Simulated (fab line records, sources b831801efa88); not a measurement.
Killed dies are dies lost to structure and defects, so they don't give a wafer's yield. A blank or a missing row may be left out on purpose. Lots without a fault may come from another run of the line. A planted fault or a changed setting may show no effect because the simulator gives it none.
Chamber matching | flow sfq_line | SFQ_TRILAYER_I1_CMP_CMP_046 on cmp-02: 4 sister chambers
The step polishes SiO2. 16 wafers are shown with their chamber, then 8 later ones without.

WAFERS WITH THEIR CHAMBER
wafer  | chamber | motor_current_A (A) | time_to_endpoint_s (s) | edge_zone_pressure_frac
L410.3 | 0       | 9.6                 | 217                    | 1.004
L410.5 | 1       | 10.8                | 222                    | 0.994
L410.6 | 2       | 10.9                | 227                    | 1.001
L411.3 | 3       | 12.1                | 216                    | 0.991
L411.5 | 0       | 9.7                 | 224                    | 0.996
L411.6 | 1       | 11.2                | 226                    | 1.004
L412.2 | 3       | 12.0                | 216                    | 0.999
L412.3 | 2       | 10.0                | 213                    | 0.997
L412.4 | 1       | 11.3                | 219                    | 1.000
L421.3 | 3       | 12.4                | 206                    | 1.005
L421.2 | 2       | 10.8                | 206                    | 1.004
L421.6 | 3       | 11.9                | 203                    | 1.001
L424.4 | 3       | 12.1                | 208                    | 0.990
L424.5 | 1       | 11.6                | 211                    | 0.998
L424.6 | 2       | 10.2                | 207                    | 1.010
L426.3 | 3       | 12.1                | 205                    | 1.000

SIGNATURES (means of the wafers above)
reading                 | chamber 0 | chamber 1 | chamber 2 | chamber 3 | scatter within a chamber
motor_current_A         | 9.650     | 11.225    | 10.475    | 12.100    | 0.297
time_to_endpoint_s      | 220.50    | 219.50    | 213.25    | 209.00    | 6.99
edge_zone_pressure_frac | 1.00000   | 0.99900   | 1.00300   | 0.99767   | 0.0054
Rule: a wafer's distance from a chamber is the root of the sum, over the readings, of the square of ((its reading less the chamber's mean) divided by the reading's scatter). The wafer belongs to the nearest chamber; if the next one is less than 2 further off, it can't be placed. The scatter: the root of (the sum of the squares of (reading less its chamber's mean) over the shown wafers, divided by (wafers less chambers)).

WAFERS WITHOUT THEIR CHAMBER
wafer  | motor_current_A (A) | time_to_endpoint_s (s) | edge_zone_pressure_frac
L426.2 | 9.8                 | 204                    | 1.001
L426.4 | 11.2                | 207                    | 0.997
L430.3 | 11.2                | 211                    | 1.010
L430.5 | 10.2                | 210                    | 0.998
L430.6 | 12.3                | 212                    | 0.999
L431.4 | 10.4                | 218                    | 0.995
L431.5 | 12.1                | 220                    | 1.006
L431.6 | 10.3                | 226                    | 1.003

WHICH CHAMBER EACH WENT THROUGH
wafer  | from the rows above          | in truth
L426.2 | can't be placed: 0 or 2      | 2
L426.4 | can't be placed: 1 or 2 or 3 | 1
L430.3 | can't be placed: 1 or 2 or 3 | 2
L430.5 | can't be placed: 2 or 0      | 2
L430.6 | 3                            | 3
L431.4 | can't be placed: 2 or 0 or 1 | 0
L431.5 | can't be placed: 3 or 1      | 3
L431.6 | can't be placed: 2 or 0 or 1 | 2
Placed correctly: 1 of 8. Can't be placed from these rows: 7 (the true chamber is among the candidates in 7). Placed wrongly: 0.
